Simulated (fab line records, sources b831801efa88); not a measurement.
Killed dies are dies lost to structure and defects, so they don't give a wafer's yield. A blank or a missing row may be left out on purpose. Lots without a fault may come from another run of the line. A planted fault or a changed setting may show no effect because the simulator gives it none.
fab line records | flow sky130 | part 1 of 2: steps 1 to 32 of 42
record lots=5 wafers=15 last_day=50
route steps=708 shown VT_ADJUST_PCH@150 SONOS_TUNNEL@154 SONOS_ONO@168 GATE_OXIDE@187
lots that met no fault: from a run of the same line without faults
start_h: hours from the record's first day to the start of the lot's first wafer shown | wait_h: hours since the lot's step before | " the same as in the row above | L1.1+2: a row that stands for several wafers | - no value, or no start given | * or withheld: withheld | < > ~ a bound
route shown NAME@n: a module of which the file shows steps, and the number in the route of the first | usual: mean/standard deviation of fault-free wafers | same: alike in all rows | chamber/n: place in a boat | sites: the reading at each site | _std_site: their standard deviation | _edge_site: outer sites' mean less inner sites' | radius_mm: how far each site lies from the wafer's centre | mask NAME#n: copy n | behind: the tool/chamber that last shaped the wafer | hold: why the lot was held/for how many hours/how that ended | device: the transistor (n, p or np) that didn't switch | end of line: the same wafers' tests at the end of the route | a step without rows: its recipe alone | killed: dies lost to structure and defects at the first sort, not the wafer's yield | map: a wafer's dies, x killed, . not, _ none there
set.NAME: the setting as run; set.NAME@STEP: as run at that earlier step | model.NAME: the simulator's own value behind a step, which no gauge read
lots at some steps of the route; a table a step, a row a wafer
services: from which hour (start_h, from the record's first day; less than 0 if before it) a tool's chamber was out of use, for how many hours, and why
## steps
# step SKY_VT_ADJUST_PCH_OVL_MEAS_07
# usual VT_ADJUST_PCH_OVL=0.8/1.2
# columns lot.wafer tool chamber start_h wait_h VT_ADJUST_PCH_OVL[nm]
L074.1 overlay-02 - 215.87 - 1.2
L074.3 " - " " 0.8
L074.5 " - " " 1.1
L091.2 overlay-02 - 376.24 - 1.1
L091.3 " - " " 1.0
L091.4 " - " " -0.4
L092.1 overlay-01 - 388.32 - 1.9
L092.5 " - " " 0.6
L092.6 " - " " 0.9
L094.4 overlay-01 - 403.29 - 1.4
L094.5 " - " " 1.3
L094.6 " - " " 1.3
L097.2 overlay-02 - 423.50 - 0.9
L097.4 " - " " 2.2
L097.5 " - " " 0.7
# step SKY_VT_ADJUST_PCH_IMPLANT_08
# recipe species=B energy_kev=10 dose_cm2=5e+11 tilt_deg=withheld
# columns lot.wafer tool chamber start_h wait_h
L074.1+3+5 implanter-02 0 215.91 0.0
L091.2+3+4 implanter-04 0 376.30 0.0
L092.1+5+6 implanter-02 0 388.36 0.0
L094.4+5+6 implanter-03 0 403.38 0.1
L097.2+4+5 implanter-03 0 423.55 0.0
# step SKY_VT_ADJUST_PCH_STRIP_09
# recipe chemistry=O2/N2 power_w=1400 pressure_mtorr=1500 platen_temp_c=withheld o2_flow_sccm=3000 n2_flow_sccm=300 overash_fraction=0.5
# usual drypump_motor_current_A=5.69/0.3 oes_product_au=0.722/0.0045 strip_time_to_endpoint_s=36.88/0.09
# columns lot.wafer tool chamber start_h wait_h drypump_motor_current_A oes_product_au rf_hours_counter_h strip_time_to_endpoint_s
L074.1 plasma_asher-03 1 216.06 0.1 5.57 0.737 10 36.75
L074.3 " 0 " " 5.19 0.719 - 36.79
L074.5 " 1 " " 5.55 0.720 - 36.84
L091.2 plasma_asher-03 1 376.42 0.1 5.56 0.722 25 36.87
L091.3 " 1 " " 5.57 0.726 - 36.88
L091.4 " 0 " " 5.22 0.728 - 36.91
L092.1 plasma_asher-04 0 388.51 0.1 5.77 0.733 70 36.84
L092.5 " 0 " " 5.78 0.724 - 36.98
L092.6 " 1 " " 5.75 0.725 - 36.82
L094.4 plasma_asher-04 0 403.49 0.1 5.79 0.730 - 36.81
L094.5 " 1 " " 5.70 0.720 - 36.72
L094.6 " 0 " " 5.79 0.723 - 36.80
L097.2 plasma_asher-03 1 423.68 0.1 5.55 0.729 30 36.89
L097.4 " 1 " " 5.55 0.714 - 36.99
L097.5 " 0 " " 5.25 0.728 - 36.92
# step SKY_VT_ADJUST_PCH_TW_MEAS_10
# usual VT_ADJUST_PCH_TW=142.3/1
# columns lot.wafer tool chamber start_h wait_h VT_ADJUST_PCH_TW
L074.1 film_metro-02 - 216.16 0.1 141.6
L074.3 " - " " 140.8
L074.5 " - " " 141.1
L091.2 film_metro-01 - 376.53 0.1 142.6
L091.3 " - " " 142.6
L091.4 " - " " 143.0
L092.1 film_metro-01 - 388.61 0.1 143.5
L092.5 " - " " 144.1
L092.6 " - " " 144.1
L094.4 film_metro-03 - 403.59 0.1 141.6
L094.5 " - " " 141.1
L094.6 " - " " 141.5
L097.2 film_metro-01 - 423.79 0.1 141.9
L097.4 " - " " 142.1
L097.5 " - " " 143.6
# step SKY_SONOS_TUNNEL_DEHYDRATE_00
# recipe temp_c=200 time_s=60
# columns lot.wafer tool chamber start_h wait_h
L074.1+3+5 litho_track-01 0 226.69 10.5
L091.2+3+4 litho_track-04 0 391.21 14.7
L092.1+5+6 litho_track-03 0 402.08 13.5
L094.4+5+6 litho_track-04 0 419.16 15.6
L097.2+4+5 litho_track-03 0 437.31 13.5
# step SKY_SONOS_TUNNEL_HMDS_01
# recipe prime_time_s=60 prime_temp_c=120
# columns lot.wafer tool chamber start_h wait_h
L074.1+3+5 litho_track-01 0 226.84 0.1
L091.2+3+4 litho_track-04 0 391.36 0.1
L092.1+5+6 litho_track-03 0 402.23 0.1
L094.4+5+6 litho_track-04 0 419.31 0.1
L097.2+4+5 litho_track-03 0 437.46 0.1
# step SKY_SONOS_TUNNEL_COAT_02
# recipe resist=NOVOLAK spin_rpm=3000 resist_thk_nm=1140
# columns lot.wafer tool chamber start_h wait_h
L074.1+3+5 litho_track-01 0 226.99 0.1
L091.2+3+4 litho_track-04 0 391.51 0.1
L092.1+5+6 litho_track-03 0 402.38 0.1
L094.4+5+6 litho_track-04 0 419.46 0.1
L097.2+4+5 litho_track-03 0 437.61 0.1
# step SKY_SONOS_TUNNEL_SOFTBAKE_03
# recipe temp_c=90 time_s=60 resist=NOVOLAK
# columns lot.wafer tool chamber start_h wait_h
L074.1+3+5 litho_track-01 0 227.14 0.1
L091.2+3+4 litho_track-04 0 391.66 0.1
L092.1+5+6 litho_track-03 0 402.53 0.1
L094.4+5+6 litho_track-04 0 419.61 0.1
L097.2+4+5 litho_track-03 0 437.76 0.1
# step SKY_SONOS_TUNNEL_EXPOSE_04
# recipe mask_id=TUNM na=0.6 source_shape=conventional sigma_outer=0.6 polarization=unpolarized target_cd_nm=410 dose_mj=136
# usual reticle_temp_C=22.99/0.11
# columns lot.wafer tool chamber start_h wait_h mask reticle_temp_C
L074.1 iline_stepper-01 0 - - TUNM#0 22.90
L074.3 " 0 " " TUNM#0 23.16
L074.5 " 0 " " TUNM#0 23.00
L091.2 iline_stepper-02 0 - - TUNM#0 23.09
L091.3 " 0 " " TUNM#0 23.19
L091.4 " 0 " " TUNM#0 22.97
L092.1 iline_stepper-02 0 - - TUNM#0 22.98
L092.5 " 0 " " TUNM#0 23.08
L092.6 " 0 " " TUNM#0 23.04
L094.4 iline_stepper-02 0 - - TUNM#0 23.15
L094.5 " 0 " " TUNM#0 23.07
L094.6 " 0 " " TUNM#0 23.07
L097.2 iline_stepper-02 0 - - TUNM#0 22.91
L097.4 " 0 " " TUNM#0 23.00
L097.5 " 0 " " TUNM#0 22.99
# step SKY_SONOS_TUNNEL_PEB_05
# recipe temp_c=withheld time_s=* resist=NOVOLAK
# columns lot.wafer tool chamber start_h wait_h
L074.1+3+5 litho_track-01 0 - -
L091.2+3+4 litho_track-04 0 - -
L092.1+5+6 litho_track-04 0 - -
L094.4+5+6 litho_track-03 0 - -
L097.2+4+5 litho_track-01 0 - -
# step SKY_SONOS_TUNNEL_DEVELOP_06
# recipe resist=NOVOLAK developer=TMAH develop_time_s=60 dev_temp_c=23
# columns lot.wafer tool chamber start_h wait_h
L074.1+3+5 litho_track-01 0 237.89 0.1
L091.2+3+4 litho_track-04 0 405.41 0.1
L092.1+5+6 litho_track-04 0 418.13 0.1
L094.4+5+6 litho_track-03 0 433.66 0.1
L097.2+4+5 litho_track-01 0 453.87 0.1
# step SKY_SONOS_TUNNEL_CD_MEAS_07
# recipe target_cd_nm=410
# usual cd_nm=410.1/2.1
# columns lot.wafer tool chamber start_h wait_h cd_nm
L074.1 cd_sem-01 - 238.04 0.1 411.2
L074.3 " - " " 409.9
L074.5 " - " " 409.8
L091.2 cd_sem-01 - 405.55 0.1 410.0
L091.3 " - " " 409.4
L091.4 " - " " 410.1
L092.1 cd_sem-01 - 418.28 0.1 411.8
L092.5 " - " " 412.1
L092.6 " - " " 412.9
L094.4 cd_sem-02 - 433.79 0.1 407.8
L094.5 " - " " 408.1
L094.6 " - " " 406.1
L097.2 cd_sem-01 - 454.01 0.1 407.7
L097.4 " - " " 406.8
L097.5 " - " " 407.9
# step SKY_SONOS_TUNNEL_OVL_MEAS_08
# usual SONOS_TUNNEL_OVL=0.6/1.5
# columns lot.wafer tool chamber start_h wait_h SONOS_TUNNEL_OVL[nm]
L074.1 overlay-02 - 238.16 0.1 0.7
L074.3 " - " " 1.3
L074.5 " - " " -0.2
L091.2 overlay-02 - 405.66 0.1 -0.4
L091.3 " - " " -0.2
L091.4 " - " " -1.2
L092.1 overlay-01 - 418.40 0.1 1.1
L092.5 " - " " 0.6
L092.6 " - " " 0.2
L094.4 overlay-02 - 433.87 0.1 1.5
L094.5 " - " " -0.8
L094.6 " - " " 0.2
L097.2 overlay-01 - 454.12 0.1 -2.8
L097.4 " - " " -2.1
L097.5 " - " " -1.3
# step SKY_SONOS_TUNNEL_IMPLANT_09
# recipe species=B energy_kev=20 dose_cm2=1e+12 tilt_deg=withheld
# columns lot.wafer tool chamber start_h wait_h
L074.1+3+5 implanter-02 0 238.20 0.0
L091.2+3+4 implanter-01 0 405.71 0.0
L092.1+5+6 implanter-02 0 418.44 0.0
L094.4+5+6 implanter-02 0 433.97 0.1
L097.2+4+5 implanter-02 0 454.17 0.0
# step SKY_SONOS_TUNNEL_WET_ETCH_10
# recipe chemistry=dHF target_depth_nm=14 target=SiO2 dilution=100:1 temp_c=25 time_s=280
# usual temp_c=25.03/0.094
# columns lot.wafer tool chamber start_h wait_h temp_c
L074.1 wet_bench-04 0 238.35 0.1 25.06
L074.3 " 0 " " 24.98
L074.5 " 0 " " 24.98
L091.2 wet_bench-04 3 405.84 0.1 25.02
L091.3 " 3 " " 24.90
L091.4 " 3 " " 25.01
L092.1 wet_bench-03 0 418.59 0.1 25.14
L092.5 " 0 " " 24.88
L092.6 " 0 " " 25.10
L094.4 wet_bench-04 0 434.04 0.1 24.91
L094.5 " 0 " " 24.96
L094.6 " 0 " " 25.01
L097.2 wet_bench-04 1 454.30 0.1 24.99
L097.4 " 1 " " 24.95
L097.5 " 1 " " 25.00
# step SKY_SONOS_TUNNEL_STRIP_11
# recipe chemistry=SPM time_s=600 temp_c=130
# usual temp_c=129.98/0.12
# columns lot.wafer tool chamber start_h wait_h temp_c
L074.1 wet_bench-03 3 238.44 0.0 129.84
L074.3 " 3 " " 129.88
L074.5 " 3 " " 129.73
L091.2 wet_bench-02 3 405.92 0.0 130.19
L091.3 " 3 " " 130.05
L091.4 " 3 " " 129.87
L092.1 wet_bench-02 1 418.68 0.0 129.98
L092.5 " 1 " " 129.81
L092.6 " 1 " " 129.94
L094.4 wet_bench-03 2 434.13 0.0 130.03
L094.5 " 2 " " 129.84
L094.6 " 2 " " 130.10
L097.2 wet_bench-03 2 454.38 0.0 130.03
L097.4 " 2 " " 130.03
L097.5 " 2 " " 129.93
# step SKY_SONOS_TUNNEL_TW_MEAS_12
# usual SONOS_TUNNEL_TW=196.5/1.4
# columns lot.wafer tool chamber start_h wait_h SONOS_TUNNEL_TW
L074.1 film_metro-01 - 238.62 0.0 197.7
L074.3 " - " " 197.6
L074.5 " - " " 198.4
L091.2 film_metro-04 - 406.13 0.0 196.3
L091.3 " - " " 196.5
L091.4 " - " " 197.7
L092.1 film_metro-03 - 418.86 0.0 195.9
L092.5 " - " " 197.3
L092.6 " - " " 196.3
L094.4 film_metro-03 - 434.33 0.0 194.1
L094.5 " - " " 194.9
L094.6 " - " " 194.2
L097.2 film_metro-03 - 454.57 0.0 193.6
L097.4 " - " " 195.2
L097.5 " - " " 195.5
# step SKY_SONOS_TUNNEL_CLEAN_13
# recipe chemistry=dHF time_s=20 dilution=100:1 dry=ipa_marangoni
# columns lot.wafer tool chamber start_h wait_h
L074.1+3+5 wet_bench-04 0 238.68 0.1
L091.2+3+4 wet_bench-03 1 406.18 0.0
L092.1+5+6 wet_bench-04 3 418.92 0.1
L094.4+5+6 wet_bench-02 2 434.36 0.0
L097.2+4+5 wet_bench-02 3 454.62 0.0
# step SKY_SONOS_ONO_OXIDATION_00
# recipe temp_c=800 ambient=O2 idle_temp_c=700 ramp_up_c_per_min=10 ramp_down_c_per_min=3 stabilise_s=600 purge_s=300 target_thk_a=26 ox_time_s=1249
# usual ramp_down_c_per_min=3.0000/0.00057 spike_tc_bottom_C=819.6/1.2
# columns lot.wafer tool chamber start_h wait_h ramp_down_c_per_min spike_tc_bottom_C
L074.1 furnace-02 0 240.54 1.8 2.9999 818.1
L074.3 " 0 " " 3.0004 820.6
L074.5 " 0 " " 3.0000 818.9
L091.2 furnace-02 0 408.29 2.1 2.9995 819.5
L091.3 " 0 " " 3.0006 818.3
L091.4 " 0 " " 2.9996 818.4
L092.1 furnace-01 0 420.64 1.7 3.0003 821.9
L092.5 " 0 " " 2.9999 820.0
L092.6 " 0 " " 2.9996 818.6
L094.4 furnace-02 0 434.38 0.0 2.9983 818.4
L094.5 " 0 " " 2.9999 819.0
L094.6 " 0 " " 2.9995 818.2
L097.2 furnace-02 0 454.63 0.0 3.0006 821.3
L097.4 " 0 " " 2.9995 818.6
L097.5 " 0 " " 3.0002 818.7
# step SKY_SONOS_ONO_THK_MEAS_01
# recipe reads=SiO2_of_SONOS_ONO_OXIDATION_00
# usual SONOS_ONO_OXIDATION_THK=2.59/0.054
# columns lot.wafer tool chamber start_h wait_h SONOS_ONO_OXIDATION_THK[nm]
L074.1 film_metro-03 - 241.88 0.0 2.54
L074.3 " - " " 2.53
L074.5 " - " " 2.53
L091.2 film_metro-02 - 409.65 0.0 2.63
L091.3 " - " " 2.62
L091.4 " - " " 2.64
L092.1 film_metro-04 - 421.99 0.0 2.63
L092.5 " - " " 2.65
L092.6 " - " " 2.61
L094.4 film_metro-04 - 435.75 0.0 2.60
L094.5 " - " " 2.63
L094.6 " - " " 2.61
L097.2 film_metro-02 - 455.99 0.0 2.56
L097.4 " - " " 2.62
L097.5 " - " " 2.57
# step SKY_SONOS_ONO_CVD_02
# recipe material=Si3N4 precursor=DCS/NH3 target_thk_nm=10.5 temp_c=770 time_s=180 pressure_mtorr=250
# usual spike_tc_bottom_C=787.5/2.5
# columns lot.wafer tool chamber start_h wait_h spike_tc_bottom_C
L074.1 lpcvd-02 0 245.06 3.2 792.1
L074.3 " 0 " " 789.6
L074.5 " 0 " " 789.3
L091.2 lpcvd-02 1 414.77 5.1 784.0
L091.3 " 1 " " 785.3
L091.4 " 1 " " 787.0
L092.1 lpcvd-02 0 423.97 2.0 790.9
L092.5 " 0 " " 791.6
L092.6 " 0 " " 792.9
L094.4 lpcvd-02 1 437.68 1.9 787.4
L094.5 " 1 " " 785.1
L094.6 " 1 " " 784.7
L097.2 lpcvd-02 1 456.04 0.0 787.8
L097.4 " 1 " " 786.1
L097.5 " 1 " " 786.6
# step SKY_SONOS_ONO_THK_MEAS_03
# recipe reads=Si3N4_of_SONOS_ONO_CVD_02
# usual SONOS_ONO_CVD_02_THK=10.45/0.2
# columns lot.wafer tool chamber start_h wait_h SONOS_ONO_CVD_02_THK[nm]
L074.1 film_metro-04 - 246.11 0.0 10.38
L074.3 " - " " 10.51
L074.5 " - " " 10.51
L091.2 film_metro-02 - 416.35 0.0 10.39
L091.3 " - " " 10.60
L091.4 " - " " 10.51
L092.1 film_metro-02 - 425.02 0.0 10.98
L092.5 " - " " 10.92
L092.6 " - " " 10.95
L094.4 film_metro-03 - 438.76 0.0 10.51
L094.5 " - " " 10.41
L094.6 " - " " 10.56
L097.2 film_metro-02 - 457.10 0.0 10.53
L097.4 " - " " 10.36
L097.5 " - " " 10.46
# step SKY_SONOS_ONO_CVD_04
# recipe material=SiO2 precursor=SiH4/N2O target_thk_nm=5.7199 temp_c=900 pressure_mtorr=400
# usual spike_tc_bottom_C=917.7/2.9
# columns lot.wafer tool chamber start_h wait_h spike_tc_bottom_C
L074.1 lpcvd-03 1 246.17 0.1 914.1
L074.3 " 1 " " 914.4
L074.5 " 1 " " 915.1
L091.2 lpcvd-03 0 416.40 0.0 920.6
L091.3 " 0 " " 921.8
L091.4 " 0 " " 921.4
L092.1 lpcvd-03 1 425.08 0.1 912.6
L092.5 " 1 " " 914.7
L092.6 " 1 " " 915.2
L094.4 lpcvd-03 0 438.79 0.0 918.9
L094.5 " 0 " " 921.7
L094.6 " 0 " " 921.3
L097.2 lpcvd-03 0 457.15 0.0 918.5
L097.4 " 0 " " 921.0
L097.5 " 0 " " 921.2
# step SKY_SONOS_ONO_THK_MEAS_05
# recipe reads=SiO2_of_SONOS_ONO_CVD_04
# usual SONOS_ONO_CVD_04_THK=5.67/0.12
# columns lot.wafer tool chamber start_h wait_h SONOS_ONO_CVD_04_THK[nm]
L074.1 film_metro-04 - 247.42 0.0 5.76
L074.3 " - " " 5.71
L074.5 " - " " 5.65
L091.2 film_metro-02 - 417.66 0.0 5.71
L091.3 " - " " 5.68
L091.4 " - " " 5.68
L092.1 film_metro-03 - 426.33 0.0 5.74
L092.5 " - " " 5.69
L092.6 " - " " 5.70
L094.4 film_metro-02 - 440.07 0.0 5.57
L094.5 " - " " 5.52
L094.6 " - " " 5.57
L097.2 film_metro-03 - 458.41 0.0 5.69
L097.4 " - " " 5.56
L097.5 " - " " 5.52
# step SKY_SONOS_ONO_DEHYDRATE_06
# recipe temp_c=200 time_s=60
# columns lot.wafer tool chamber start_h wait_h
L074.1+3+5 litho_track-03 0 257.68 10.3
L091.2+3+4 litho_track-04 0 431.46 13.8
L092.1+5+6 litho_track-02 0 440.32 14.0
L094.4+5+6 litho_track-04 0 455.91 15.8
L097.2+4+5 litho_track-02 0 472.40 14.0
# step SKY_SONOS_ONO_HMDS_07
# recipe prime_time_s=60 prime_temp_c=120
# columns lot.wafer tool chamber start_h wait_h
L074.1+3+5 litho_track-03 0 257.83 0.1
L091.2+3+4 litho_track-04 0 431.61 0.1
L092.1+5+6 litho_track-02 0 440.47 0.1
L094.4+5+6 litho_track-04 0 456.06 0.1
L097.2+4+5 litho_track-02 0 472.55 0.1
# step SKY_SONOS_ONO_COAT_08
# recipe resist=NOVOLAK spin_rpm=3000 resist_thk_nm=1140
# columns lot.wafer tool chamber start_h wait_h
L074.1+3+5 litho_track-03 0 257.98 0.1
L091.2+3+4 litho_track-04 0 431.76 0.1
L092.1+5+6 litho_track-02 0 440.62 0.1
L094.4+5+6 litho_track-04 0 456.21 0.1
L097.2+4+5 litho_track-02 0 472.70 0.1
# step SKY_SONOS_ONO_SOFTBAKE_09
# recipe temp_c=90 time_s=60 resist=NOVOLAK
# columns lot.wafer tool chamber start_h wait_h
L074.1+3+5 litho_track-03 0 258.13 0.1
L091.2+3+4 litho_track-04 0 431.91 0.1
L092.1+5+6 litho_track-02 0 440.77 0.1
L094.4+5+6 litho_track-04 0 456.36 0.1
L097.2+4+5 litho_track-02 0 472.85 0.1
# step SKY_SONOS_ONO_EXPOSE_10
# recipe mask_id=ONOM target_cd_nm=410 na=0.6 source_shape=conventional sigma_outer=0.6 dose_mj=150
# usual reticle_temp_C=22.97/0.1
# columns lot.wafer tool chamber start_h wait_h mask reticle_temp_C
L074.1 iline_stepper-02 0 - - ONOM#0 22.96
L074.3 " 0 " " ONOM#0 22.89
L074.5 " 0 " " ONOM#0 22.83
L091.2 iline_stepper-01 0 - - ONOM#0 23.12
L091.3 " 0 " " ONOM#0 23.15
L091.4 " 0 " " ONOM#0 23.06
L092.1 iline_stepper-01 0 - - ONOM#0 23.10
L092.5 " 0 " " ONOM#0 23.00
L092.6 " 0 " " ONOM#0 22.82
L094.4 iline_stepper-01 0 - - ONOM#0 22.91
L094.5 " 0 " " ONOM#0 23.22
L094.6 " 0 " " ONOM#0 22.99
L097.2 iline_stepper-01 0 - - ONOM#0 23.09
L097.4 " 0 " " ONOM#0 23.17
L097.5 " 0 " " ONOM#0 23.13
# step SKY_SONOS_ONO_PEB_11
# recipe temp_c=withheld time_s=* resist=NOVOLAK
# columns lot.wafer tool chamber start_h wait_h
L074.1+3+5 litho_track-02 0 - -
L091.2+3+4 litho_track-04 0 - -
L092.1+5+6 litho_track-02 0 - -
L094.4+5+6 litho_track-04 0 - -
L097.2+4+5 litho_track-03 0 - -
# step SKY_SONOS_ONO_DEVELOP_12
# recipe develop_time_s=60 dev_temp_c=23
# columns lot.wafer tool chamber start_h wait_h
L074.1+3+5 litho_track-02 0 269.82 0.1
L091.2+3+4 litho_track-04 0 447.86 0.1
L092.1+5+6 litho_track-02 0 457.27 0.1
L094.4+5+6 litho_track-04 0 470.76 0.1
L097.2+4+5 litho_track-03 0 488.51 0.1
# step SKY_SONOS_ONO_CD_MEAS_13
# recipe target_cd_nm=410
# usual cd_nm=409.5/2.6
# columns lot.wafer tool chamber start_h wait_h cd_nm
L074.1 cd_sem-01 - 269.97 0.1 409.1
L074.3 " - " " 409.5
L074.5 " - " " 408.8
L091.2 cd_sem-01 - 448.00 0.1 410.0
L091.3 " - " " 410.2
L091.4 " - " " 407.2
L092.1 cd_sem-02 - 457.42 0.1 404.9
L092.5 " - " " 406.4
L092.6 " - " " 405.2
L094.4 cd_sem-01 - 470.89 0.1 412.4
L094.5 " - " " 410.9
L094.6 " - " " 411.6
L097.2 cd_sem-01 - 488.65 0.1 408.8
L097.4 " - " " 408.8
L097.5 " - " " 407.7
